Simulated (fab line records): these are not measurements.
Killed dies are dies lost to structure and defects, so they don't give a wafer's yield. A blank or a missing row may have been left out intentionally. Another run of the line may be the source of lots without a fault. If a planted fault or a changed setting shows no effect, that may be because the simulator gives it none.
One fault through the eyes of 2 desks || flow gf180mcu || only its own numbers are on each desk; what lay behind them is given at the end

TOOL OWNER'S DESK, cvd-w-01
The tool's own readings at GF_V4_CVD_23 (deposits W, target thk 350 nm, time 104.9 s): means of the sampled wafers that have a number, for each lot that ran on this tool. A lot is out of limits, marked OUT, if its mean lies more than 4 standard deviations from the usual mean; the brackets give that distance.
Columns: A = heater-power-w at GF_V4_CVD_23, usual 893 W
{"lot": "L859", "first seen here": "day 24 10:59", "A": 874}
{"lot": "L861", "first seen here": "day 24 23:26", "A": 867}
{"lot": "L863", "first seen here": "day 25 19:10", "A": 854}
{"lot": "L868", "first seen here": "day 27 07:30", "A": 865}
{"lot": "L869", "first seen here": "day 27 19:59", "A": 939}
This desk's finding: nothing out of limits on any of the 5 lots.

FROM THE METROLOGY DESK
What the gauges read for every lot (on any tool): the sampled wafers with a number, averaged. A lot is out of limits, marked OUT, if its mean lies more than 4 standard deviations from the usual mean; the brackets give that distance.
Columns: A = V5_CVD_00_THK at GF_V5_THK_MEAS_01, usual 287.9 nm; B = PASSIVATION_BOW at GF_PASSIVATION_BOW_MEAS_14, usual 139 um
{"lot": "L859", "first seen here": "day 26 07:50", "A": 283.5, "B": 149}
{"lot": "L860", "first seen here": "day 26 16:18", "A": 286.8, "B": 137}
{"lot": "L861", "first seen here": "day 26 19:10", "A": 287.2, "B": 151}
{"lot": "L862", "first seen here": "day 27 09:32", "A": 283.5, "B": 136}
{"lot": "L863", "first seen here": "day 27 15:02", "A": 286.7, "B": 127}
{"lot": "L868", "first seen here": "day 28 23:58", "A": 286.2, "B": 140}
{"lot": "L869", "first seen here": "day 29 13:42", "A": 288.4, "B": 160}
{"lot": "L870", "first seen here": "day 29 17:42", "A": 291.3, "B": 139}
{"lot": "L872", "first seen here": "day 30 08:54", "A": 283.5, "B": 112}
{"lot": "L875", "first seen here": "day 31 02:31", "A": 291.0, "B": 141}
{"lot": "L879", "first seen here": "day 32 00:00", "A": 288.8, "B": 130}
{"lot": "L880", "first seen here": "day 32 05:42", "A": 286.6, "B": 113}
{"lot": "L881", "first seen here": "day 32 15:42", "A": 288.7, "B": 136}
{"lot": "L882", "first seen here": "day 32 20:36", "A": 291.0, "B": 145}
This desk's finding: nothing out of limits on any of the 14 lots.

TAKEN TOGETHER
The desk of the tool owner found nothing out of limits.
Nothing out of limits was seen by the metrology desk.

WHAT HAD BEEN PUT IN BY THE SIMULATOR
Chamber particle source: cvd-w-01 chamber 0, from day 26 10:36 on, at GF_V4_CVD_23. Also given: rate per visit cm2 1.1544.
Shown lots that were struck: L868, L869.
